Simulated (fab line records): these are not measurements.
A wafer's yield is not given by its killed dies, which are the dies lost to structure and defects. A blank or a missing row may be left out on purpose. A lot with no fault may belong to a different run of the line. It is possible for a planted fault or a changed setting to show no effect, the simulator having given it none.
fab line records	flow gf180mcu
[record] lots = 7	wafers = 21	last_day = 34
route steps=602 shown HV_LDD@233 NSD@235 PSD@248
lots with no fault: from the same line, run without faults
start_h: start of the lot's first displayed wafer, in hours after the record's first day	wait_h: hours elapsed since this lot's preceding step	" the same as in the row above	L1.1+2: one row covering several wafers at once	- no value present, or no start provided	* or withheld: withheld	< > ~ a bound
route shown NAME@n: a module of which the file shows steps, and the number in the route of the first	usual: mean and standard deviation over wafers with no fault	same: alike in all rows	chamber/n: place in a boat	sites: readings site by site	_std_site: the values' standard deviation	_edge_site: mean of outer sites minus mean of inner sites	radius_mm: for every site, how far away it sits from the centre of the wafer	mask NAME#n: copy n	behind: the last tool/chamber to shape the wafer	hold: what put the lot on hold/how long, in hours/how the hold closed	device: whichever transistor did not switch (one of n, p or np)	end of line: tests run on the same wafers once the route is complete	where a step has no rows: the recipe by itself	killed: dies that structure and defects cost at the first sort, which is not the same as the wafer's yield	map: per-die view of a wafer (x killed, . not killed, _ where there is no die)
set.NAME: the setting the step ran with; set.NAME@STEP: the setting that earlier step ran with	model.NAME: the simulator's own value behind a step, which no gauge read
lots seen at some steps along the route; tables by step, rows by wafer
services: when a tool's chamber went out of use (start_h, in hours from the record's first day, below 0 if earlier), for how many hours, and the reason
[[steps]]
[step GF_HV_LDD_THK_MEAS_57]
[recipe] reads = Si3N4_of_HV_LDD_CVD_56
[usual] HV_LDD_CVD_56_THK = 90.3/0.74
lot.wafer	tool	chamber	start_h	wait_h	HV_LDD_CVD_56_THK[nm]
L388.2	film_metro-04	-	298.71	0.0	90.7
L388.4	"	-	"	"	90.4
L388.6	"	-	"	"	90.1
L395.1	film_metro-04	-	362.61	0.0	90.0
L395.3	"	-	"	"	89.9
L395.4	"	-	"	"	90.2
L396.1	film_metro-02	-	366.59	0.0	90.5
L396.4	"	-	"	"	91.1
L396.6	"	-	"	"	89.8
L397.3	film_metro-02	-	370.85	0.0	90.2
L397.4	"	-	"	"	90.4
L397.6	"	-	"	"	90.6
L398.1	film_metro-02	-	384.43	0.0	90.1
L398.4	"	-	"	"	89.7
L398.5	"	-	"	"	89.4
L402.1	film_metro-03	-	418.91	0.0	89.9
L402.2	"	-	"	"	89.8
L402.3	"	-	"	"	89.7
L408.4	film_metro-04	-	468.66	0.0	90.7
L408.5	"	-	"	"	90.8
L408.6	"	-	"	"	90.8
[step GF_HV_LDD_ETCHBACK_58]
[recipe] chemistry = CH3F/O2	target = Si3N4	stop_on = SiO2	source_w = 400	bias_w = 80	pressure_mtorr = 25	ch3f_flow_sccm = 40	O2_flow_sccm = 30	time_s = 100	target_depth_a = 900
[usual] bias_w = 80.01/0.23	ch3f_flow_sccm = 39.99/0.12	drypump_motor_current_A = 6.1/0.35	oes_product_au = 0.844/0.0056	throttle_valve_pct = 10.562/0.0096
lot.wafer	tool	chamber	start_h	wait_h	bias_w	ch3f_flow_sccm	drypump_motor_current_A	oes_product_au	rf_hours_counter_h	throttle_valve_pct
L388.2	rie_diel-04	3	298.76	0.0	79.80	39.78	6.1	0.844	13	10.552
L388.4	"	2	"	"	79.75	40.09	6.7	0.848	125	10.563
L388.6	"	3	"	"	80.29	39.98	6.1	0.845	-	10.562
L395.1	rie_diel-01	3	362.67	0.1	79.78	39.86	5.5	0.845	6	10.577
L395.3	"	2	"	"	80.34	40.23	6.0	0.848	7	10.561
L395.4	"	0	"	"	79.90	40.14	6.2	0.850	94	10.547
L396.1	rie_diel-04	1	366.65	0.1	79.98	40.04	6.0	0.831	8	10.563
L396.4	"	0	"	"	79.77	39.80	6.0	0.852	5	10.554
L396.6	"	1	"	"	80.09	40.02	6.0	0.837	-	10.553
L397.3	rie_diel-01	3	370.89	0.0	79.84	39.90	5.5	0.846	6	10.574
L397.4	"	2	"	"	80.01	40.18	6.0	0.848	7	10.567
L397.6	"	0	"	"	80.23	40.03	6.2	0.852	-	10.567
L398.1	rie_diel-04	0	384.49	0.1	79.78	39.80	6.0	0.842	5	10.573
L398.4	"	0	"	"	79.79	39.78	6.0	0.843	-	10.538
L398.5	"	1	"	"	80.23	40.03	6.0	0.846	-	10.562
L402.1	rie_diel-02	3	418.97	0.1	80.44	40.10	6.0	0.841	87	10.572
L402.2	"	1	"	"	79.63	40.01	5.6	0.839	40	10.580
L402.3	"	0	"	"	80.23	40.08	6.1	0.842	33	10.556
L408.4	rie_diel-02	0	468.69	0.0	79.94	40.00	6.1	0.846	34	10.579
L408.5	"	3	"	"	79.62	39.83	6.0	0.844	-	10.565
L408.6	"	0	"	"	80.16	40.04	6.1	0.838	-	10.560
[step GF_NSD_DEHYDRATE_00]
[recipe] temp_c = 200	time_s = 60
[step GF_NSD_HMDS_01]
[recipe] prime_time_s = 60	prime_temp_c = 120
[step GF_NSD_COAT_02]
[recipe] resist = NOVOLAK	spin_rpm = 3000	resist_thk_nm = 1000
[step GF_NSD_SOFTBAKE_03]
[recipe] temp_c = 90	time_s = 60	resist = NOVOLAK
[step GF_NSD_EXPOSE_04]
[recipe] mask_id = Nplus	target_cd_nm = 400	na = 0.6	source_shape = conventional	sigma_outer = 0.6	dose_mj = 140
[step GF_NSD_PEB_05]
[recipe] temp_c = withheld	time_s = *	resist = NOVOLAK
[step GF_NSD_DEVELOP_06]
[recipe] develop_time_s = 60	dev_temp_c = 23
[step GF_NSD_CD_MEAS_07]
[recipe] target_cd_nm = 400
[usual] cd_nm = 400.2/2
lot.wafer	tool	chamber	start_h	wait_h	cd_nm
L388.2	cd_sem-01	-	319.28	0.1	401.8
L388.4	"	-	"	"	399.2
L388.6	"	-	"	"	397.6
L395.1	cd_sem-02	-	385.37	0.1	400.3
L395.3	"	-	"	"	398.2
L395.4	"	-	"	"	399.5
L396.1	cd_sem-01	-	389.06	0.1	400.5
L396.4	"	-	"	"	400.7
L396.6	"	-	"	"	401.5
L397.3	cd_sem-01	-	393.39	0.1	402.2
L397.4	"	-	"	"	399.7
L397.6	"	-	"	"	403.9
L398.1	cd_sem-02	-	407.65	0.1	399.5
L398.4	"	-	"	"	399.0
L398.5	"	-	"	"	399.2
L402.1	cd_sem-01	-	442.60	0.1	401.9
L402.2	"	-	"	"	401.3
L402.3	"	-	"	"	398.5
L408.4	cd_sem-01	-	492.73	0.1	399.7
L408.5	"	-	"	"	398.6
L408.6	"	-	"	"	402.5
[step GF_NSD_OVL_MEAS_08]
[usual] NSD_OVL = -0.1/1.4
lot.wafer	tool	chamber	start_h	wait_h	NSD_OVL[nm]
L388.2	overlay-01	-	319.38	0.1	-1.4
L388.4	"	-	"	"	-0.8
L388.6	"	-	"	"	-0.9
L395.1	overlay-02	-	385.49	0.1	-2.5
L395.3	"	-	"	"	-1.5
L395.4	"	-	"	"	-1.6
L396.1	overlay-02	-	389.18	0.1	0.4
L396.4	"	-	"	"	0.7
L396.6	"	-	"	"	-0.5
L397.3	overlay-01	-	393.48	0.1	-0.7
L397.4	"	-	"	"	0.9
L397.6	"	-	"	"	0.9
L398.1	overlay-02	-	407.77	0.1	0.2
L398.4	"	-	"	"	-0.1
L398.5	"	-	"	"	-0.8
L402.1	overlay-02	-	442.72	0.1	-3.7
L402.2	"	-	"	"	-1.9
L402.3	"	-	"	"	-2.2
L408.4	overlay-01	-	492.81	0.1	-0.3
L408.5	"	-	"	"	-1.0
L408.6	"	-	"	"	-0.9
[step GF_NSD_IMPLANT_09]
[recipe] species = As	energy_kev = 60	dose_cm2 = 4e+15	tilt_deg = 7
[step GF_NSD_IMPLANT_10]
[recipe] species = P	energy_kev = 40	dose_cm2 = 5e+14	tilt_deg = 7
[usual] beam_energy_keV = 39.999/0.013	beam_on_s = 9.98/0.2	dose_ions_cm2 = 5e+14/5.1e+11
lot.wafer	tool	chamber	start_h	wait_h	beam_energy_keV	beam_on_s	dose_ions_cm2
L388.2	implanter-01	0	319.59	0.1	39.992	9.96	4.994e+14
L388.4	"	0	"	"	39.979	9.84	5.002e+14
L388.6	"	0	"	"	39.980	10.18	4.996e+14
L395.1	implanter-04	0	385.68	0.1	39.998	9.96	4.999e+14
L395.3	"	0	"	"	39.995	9.61	4.997e+14
L395.4	"	0	"	"	39.998	9.84	5.007e+14
L396.1	implanter-01	-	389.36	0.1	-	-	-
L396.4	"	-	"	"	-	-	-
L396.6	"	-	"	"	-	-	-
L397.3	implanter-04	-	393.71	0.1	-	-	-
L397.4	"	-	"	"	-	-	-
L397.6	"	-	"	"	-	-	-
L398.1	implanter-01	-	407.96	0.1	-	-	-
L398.4	"	-	"	"	-	-	-
L398.5	"	-	"	"	-	-	-
L402.1	implanter-02	0	442.91	0.1	39.980	9.79	5.006e+14
L402.2	"	0	"	"	40.005	10.35	5.003e+14
L402.3	"	0	"	"	40.007	9.84	5.01e+14
L408.4	implanter-04	0	493.05	0.1	40.001	9.82	5.003e+14
L408.5	"	0	"	"	39.990	10.16	5.004e+14
L408.6	"	0	"	"	40.011	10.06	5.001e+14
[step GF_NSD_STRIP_11]
[recipe] chemistry = O2/N2	power_w = 1400	pressure_mtorr = 1500	platen_temp_c = 250	o2_flow_sccm = 3000	n2_flow_sccm = 300	overash_fraction = 0.5
[usual] drypump_motor_current_A = 5.9/0.35	heater_power_w = 338/33	oes_product_au = 0.486/0.0045	strip_time_to_endpoint_s = 22.97/0.035
lot.wafer	tool	chamber	start_h	wait_h	drypump_motor_current_A	heater_power_w	oes_product_au	rf_hours_counter_h	strip_time_to_endpoint_s
L388.2	plasma_asher-01	0	319.71	0.1	6.1	352	0.482	66	23.00
L388.4	"	1	"	"	5.8	384	0.484	-	22.95
L388.6	"	1	"	"	5.8	378	0.486	-	22.97
L395.1	plasma_asher-01	0	385.83	0.1	6.1	349	0.483	72	22.99
L395.3	"	1	"	"	5.8	380	0.497	-	22.98
L395.4	"	0	"	"	6.1	349	0.485	-	22.98
L396.1	plasma_asher-02	0	389.51	0.1	6.1	342	0.487	30	22.40
L396.4	"	0	"	"	6.1	344	0.487	-	22.43
L396.6	"	0	"	"	6.1	345	0.490	-	22.43
L397.3	plasma_asher-02	0	393.84	0.1	6.1	349	0.496	-	22.39
L397.4	"	1	"	"	5.8	336	0.494	-	22.43
L397.6	"	0	"	"	6.1	342	0.487	-	22.38
L398.1	plasma_asher-01	1	408.11	0.1	5.8	391	0.489	74	22.40
L398.4	"	0	"	"	6.1	351	0.494	-	22.37
L398.5	"	1	"	"	5.8	384	0.491	-	22.42
L402.1	plasma_asher-02	1	443.06	0.1	5.8	330	0.491	36	22.96
L402.2	"	0	"	"	6.1	344	0.487	36	22.95
L402.3	"	0	"	"	6.1	352	0.480	-	23.02
L408.4	plasma_asher-04	1	493.16	0.1	5.3	294	0.483	-	23.02
L408.5	"	1	"	"	5.3	282	0.481	-	23.01
L408.6	"	0	"	"	6.4	301	0.486	-	22.98
[step GF_NSD_TW_MEAS_12]
[usual] NSD_TW = 4269/31
lot.wafer	tool	chamber	start_h	wait_h	NSD_TW
L388.2	film_metro-02	-	319.82	0.1	4214
L388.4	"	-	"	"	4220
L388.6	"	-	"	"	4212
L395.1	film_metro-04	-	385.93	0.1	4272
L395.3	"	-	"	"	4264
L395.4	"	-	"	"	4247
L396.1	film_metro-02	-	389.61	0.1	4173
L396.4	"	-	"	"	4228
L396.6	"	-	"	"	4203
L397.3	film_metro-04	-	393.93	0.1	4256
L397.4	"	-	"	"	4247
L397.6	"	-	"	"	4254
L398.1	film_metro-02	-	408.21	0.1	4212
L398.4	"	-	"	"	4228
L398.5	"	-	"	"	4232
L402.1	film_metro-04	-	443.16	0.1	4315
L402.2	"	-	"	"	4315
L402.3	"	-	"	"	4329
L408.4	film_metro-02	-	493.26	0.1	4220
L408.5	"	-	"	"	4222
L408.6	"	-	"	"	4220
[step GF_PSD_DEHYDRATE_00]
[recipe] temp_c = 200	time_s = 60
[step GF_PSD_HMDS_01]
[recipe] prime_time_s = 60	prime_temp_c = 120
[step GF_PSD_COAT_02]
[recipe] resist = NOVOLAK	spin_rpm = 3000	resist_thk_nm = 1000
[step GF_PSD_SOFTBAKE_03]
[recipe] temp_c = 90	time_s = 60	resist = NOVOLAK
[step GF_PSD_EXPOSE_04]
[recipe] mask_id = Pplus	target_cd_nm = 400	na = 0.6	source_shape = conventional	sigma_outer = 0.6	dose_mj = 140
[step GF_PSD_PEB_05]
[recipe] temp_c = withheld	time_s = *	resist = NOVOLAK
[step GF_PSD_DEVELOP_06]
[recipe] develop_time_s = 60	dev_temp_c = 23
[step GF_PSD_CD_MEAS_07]
[recipe] target_cd_nm = 400
[usual] cd_nm = 400.1/2.2
lot.wafer	tool	chamber	start_h	wait_h	cd_nm
L388.2	cd_sem-01	-	341.09	0.1	398.7
L388.4	"	-	"	"	400.1
L388.6	"	-	"	"	401.4
L395.1	cd_sem-01	-	409.36	0.1	398.1
L395.3	"	-	"	"	399.4
L395.4	"	-	"	"	398.7
L396.1	cd_sem-02	-	412.97	0.2	402.9
L396.4	"	-	"	"	401.0
L396.6	"	-	"	"	401.0
L397.3	cd_sem-02	-	417.21	0.1	398.4
L397.4	"	-	"	"	397.7
L397.6	"	-	"	"	399.4
L398.1	cd_sem-01	-	431.47	0.1	399.9
L398.4	"	-	"	"	397.1
L398.5	"	-	"	"	399.2
L402.1	cd_sem-02	-	467.42	0.1	398.8
L402.2	"	-	"	"	399.5
L402.3	"	-	"	"	399.9
L408.4	cd_sem-01	-	516.83	0.1	399.3
L408.5	"	-	"	"	400.1
L408.6	"	-	"	"	401.2
[step GF_PSD_OVL_MEAS_08]
[usual] PSD_OVL = -1.2/1.2
lot.wafer	tool	chamber	start_h	wait_h	PSD_OVL[nm]
L388.2	overlay-02	-	341.20	0.1	-1.2
L388.4	"	-	"	"	-2.9
L388.6	"	-	"	"	-2.6
L395.1	overlay-01	-	409.48	0.1	-1.9
L395.3	"	-	"	"	-2.2
L395.4	"	-	"	"	-2.8
L396.1	overlay-01	-	413.09	0.1	-1.5
L396.4	"	-	"	"	0.2
L396.6	"	-	"	"	0.2
L397.3	overlay-01	-	417.30	0.1	-2.2
L397.4	"	-	"	"	-2.3
L397.6	"	-	"	"	0.5
L398.1	overlay-01	-	431.59	0.1	-0.6
L398.4	"	-	"	"	-0.9
L398.5	"	-	"	"	-0.1
L402.1	overlay-02	-	467.54	0.1	-0.4
L402.2	"	-	"	"	-2.0
L402.3	"	-	"	"	-0.3
L408.4	overlay-01	-	516.90	0.1	-2.5
L408.5	"	-	"	"	-2.9
L408.6	"	-	"	"	-1.3
[step GF_PSD_IMPLANT_09]
[recipe] species = BF2	energy_kev = 40	dose_cm2 = 1.5e+15	tilt_deg = 7
[step GF_PSD_STRIP_10]
[recipe] chemistry = O2/N2	power_w = 1400	pressure_mtorr = 1500	platen_temp_c = 250	o2_flow_sccm = 3000	n2_flow_sccm = 300	overash_fraction = 0.5
[usual] drypump_motor_current_A = 6.0/0.39	heater_power_w = 341/39	oes_product_au = 0.592/0.0048	strip_time_to_endpoint_s = 16.52/0.034
lot.wafer	tool	chamber	start_h	wait_h	drypump_motor_current_A	heater_power_w	oes_product_au	rf_hours_counter_h	strip_time_to_endpoint_s
L388.2	plasma_asher-04	0	341.38	0.1	6.5	304	0.588	56	16.53
L388.4	"	0	"	"	6.4	307	0.591	-	16.54
L388.6	"	0	"	"	6.4	312	0.588	-	16.50
L395.1	plasma_asher-04	0	409.66	0.1	6.4	322	0.587	63	16.56
L395.3	"	1	"	"	5.3	286	0.595	-	16.55
L395.4	"	0	"	"	6.4	316	0.597	-	16.59
L396.1	plasma_asher-03	0	413.28	0.1	6.3	316	0.589	75	16.55
L396.4	"	0	"	"	6.3	329	0.592	-	16.54
L396.6	"	1	"	"	6.2	384	0.585	-	16.54
L397.3	plasma_asher-01	1	417.51	0.1	5.8	389	0.588	-	16.52
L397.4	"	0	"	"	6.1	349	0.591	-	16.53
L397.6	"	1	"	"	5.8	378	0.595	-	16.51
L398.1	plasma_asher-01	1	431.77	0.1	5.8	405	0.596	0	16.51
L398.4	"	0	"	"	6.1	355	0.592	-	16.53
L398.5	"	0	"	"	6.1	345	0.588	-	16.52
L402.1	plasma_asher-04	0	467.73	0.1	6.5	308	0.594	69	16.51
L402.2	"	1	"	"	5.3	279	0.597	69	16.49
L402.3	"	1	"	"	5.3	287	0.596	-	16.50
L408.4	plasma_asher-01	0	517.11	0.1	6.1	352	0.603	-	16.50
L408.5	"	1	"	"	5.8	398	0.589	-	16.50
L408.6	"	0	"	"	6.1	358	0.583	-	16.54
[step GF_PSD_TW_MEAS_11]
[usual] PSD_TW = 3194/22
lot.wafer	tool	chamber	start_h	wait_h	PSD_TW
L388.2	film_metro-02	-	341.49	0.1	3174
L388.4	"	-	"	"	3185
L388.6	"	-	"	"	3179
L395.1	film_metro-01	-	409.76	0.1	3180
L395.3	"	-	"	"	3172
L395.4	"	-	"	"	3171
L396.1	film_metro-04	-	413.38	0.1	3215
L396.4	"	-	"	"	3218
L396.6	"	-	"	"	3219
L397.3	film_metro-04	-	417.60	0.1	3227
L397.4	"	-	"	"	3236
L397.6	"	-	"	"	3227
L398.1	film_metro-04	-	431.87	0.1	3225
L398.4	"	-	"	"	3229
L398.5	"	-	"	"	3236
L402.1	film_metro-04	-	467.83	0.1	3215
L402.2	"	-	"	"	3187
L402.3	"	-	"	"	3205
L408.4	film_metro-04	-	517.20	0.1	3211
L408.5	"	-	"	"	3201
L408.6	"	-	"	"	3202
[step GF_PSD_CLEAN_12]
[recipe] chemistry = SC1/SC2	mix = 1:4:20	temp_c = 70	time_s = 150	dry = n2_spin
[step GF_PSD_RTA_13]
[recipe] temp_c = 1025	time_s = 20	ambient = N2
[usual] chamber_o2_ppm = 2.001/0.021	lamp_power_pct = 33.2/2.3	wafer_temp_C_max = 1029.4/0.95
lot.wafer	tool	chamber	start_h	wait_h	chamber_o2_ppm	lamp_power_pct	wafer_temp_C_max
L388.2	rtp_anneal-02	0	341.60	0.0	2.020	35.5	1030.8
L388.4	"	0	"	"	1.998	35.5	1030.1
L388.6	"	0	"	"	1.968	35.5	1030.8
L395.1	rtp_anneal-02	0	409.87	0.0	2.006	35.5	1029.4
L395.3	"	0	"	"	2.032	35.4	1028.9
L395.4	"	0	"	"	1.979	35.5	1029.6
L396.1	rtp_anneal-01	0	413.49	0.0	2.004	30.8	1029.1
L396.4	"	0	"	"	1.990	30.9	1028.1
L396.6	"	0	"	"	1.999	30.9	1028.1
L397.3	rtp_anneal-01	0	417.72	0.0	2.001	30.9	1028.4
L397.4	"	0	"	"	1.992	30.9	1028.4
L397.6	"	0	"	"	2.042	30.9	1029.0
L398.1	rtp_anneal-02	0	431.98	0.0	2.008	35.5	1029.4
L398.4	"	0	"	"	1.957	35.5	1029.8
L398.5	"	0	"	"	1.966	35.5	1029.7
L402.1	rtp_anneal-01	0	467.94	0.0	2.004	30.9	1027.5
L402.2	"	0	"	"	1.990	30.9	1028.5
L402.3	"	0	"	"	1.988	30.8	1028.9
L408.4	rtp_anneal-02	0	517.32	0.0	1.982	35.5	1031.8
L408.5	"	0	"	"	1.996	35.5	1030.5
L408.6	"	0	"	"	1.990	35.5	1029.1
[step GF_PSD_RS_MEAS_14]
[recipe] thk_meas_gauge = four-point-probe
[usual] NSD_RS = 46.12/0.11
lot.wafer	tool	chamber	start_h	wait_h	NSD_RS[ohm/sq]
L388.2	film_metro-04	-	341.69	0.1	46.09
L388.4	"	-	"	"	46.00
L388.6	"	-	"	"	45.96
L395.1	film_metro-04	-	409.96	0.1	46.11
L395.3	"	-	"	"	46.00
L395.4	"	-	"	"	46.14
L396.1	film_metro-04	-	413.62	0.1	52.99
L396.4	"	-	"	"	52.94
L396.6	"	-	"	"	53.13
L397.3	film_metro-04	-	417.81	0.1	52.96
L397.4	"	-	"	"	53.01
L397.6	"	-	"	"	53.03
L398.1	film_metro-04	-	432.07	0.1	53.23
L398.4	"	-	"	"	53.20
L398.5	"	-	"	"	53.06
L402.1	film_metro-01	-	468.02	0.1	46.22
L402.2	"	-	"	"	46.13
L402.3	"	-	"	"	46.13
L408.4	film_metro-04	-	517.43	0.1	45.97
L408.5	"	-	"	"	46.01
L408.6	"	-	"	"	45.97
[[services]]
tool	chamber	start_h	hours	kind
plasma_asher-01	-	281.70	28.1	pm
rie_diel-02	2	291.73	6.7	repair
implanter-01	-	298.41	2.9	repair
implanter-01	-	299.16	3.2	repair
plasma_asher-02	-	313.19	2.9	repair
rie_diel-02	0	329.93	1.6	repair
rie_diel-04	0	339.59	4.0	repair
rie_diel-01	3	348.93	6.5	repair
implanter-01	-	349.59	3.8	repair
rie_diel-01	-	372.30	2.8	pm
implanter-01	-	374.43	4.3	pm
rie_diel-04	2	381.09	4.2	repair
rie_diel-01	1	387.31	4.7	repair
implanter-04	-	403.95	21.1	repair
plasma_asher-01	-	406.16	1.8	repair
rie_diel-02	1	407.27	10.0	repair
implanter-04	-	414.68	0.8	repair
plasma_asher-01	-	421.25	9.0	pm
plasma_asher-04	-	429.04	2.0	repair
rie_diel-01	0	448.95	1.8	repair
rtp_anneal-01	-	470.29	2.6	pm
rie_diel-04	0	474.99	10.2	repair
implanter-04	-	495.78	4.2	repair
implanter-01	-	512.00	3.8	repair
[[key]]
[first_sign] step = GF_NSD_IMPLANT_10	reading = tool_record	direction = missing
[effect] step = GF_NSD_STRIP_11	reading = strip_time_to_endpoint_s	direction = down	sigmas = 16	usual = *	struck = *
[effect] step = GF_NSD_TW_MEAS_12	reading = NSD_TW	direction = down	sigmas = 1.4	usual = 4269	struck = 4226
[effect] step = GF_PSD_RS_MEAS_14	reading = NSD_RS	direction = up	sigmas = 64	usual = 46.12	struck = 53.06
met_at GF_NSD_IMPLANT_10
struck_wafers L396.1,L396.4,L396.6,L397.3,L397.4,L397.6,L398.1,L398.4,L398.5
later_rows_left_out L396.1,L396.4,L396.6,L397.3,L397.4,L397.6,L398.1,L398.4,L398.5
sort_left_out L396.1,L396.4,L396.6,L397.3,L397.4,L397.6,L398.1,L398.4,L398.5
tester_left_out L396,L397,L398
onset_between 385.68 389.36
[fault] kind = skipped_step_whole	tool = implanter-01,implanter-04	chamber = -	onset_h = 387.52	steps = GF_NSD_IMPLANT_10	scope = struck_lots_only
// tester_left_out: of these lots the tester's yield and bins aren't shown, on N5 and GAA mostly nor the transistor test; their killed dies are dies lost to structure and defects alone, not to doping, threshold or leakage, so they don't give the yield
// sort_left_out: the simulated sort isn't trusted on such a fault, so these wafers' sort isn't shown, and their yield isn't known
// later_rows_left_out: the simulator's readings of these wafers behind a module that went badly wrong aren't trusted and aren't shown, but for the sort
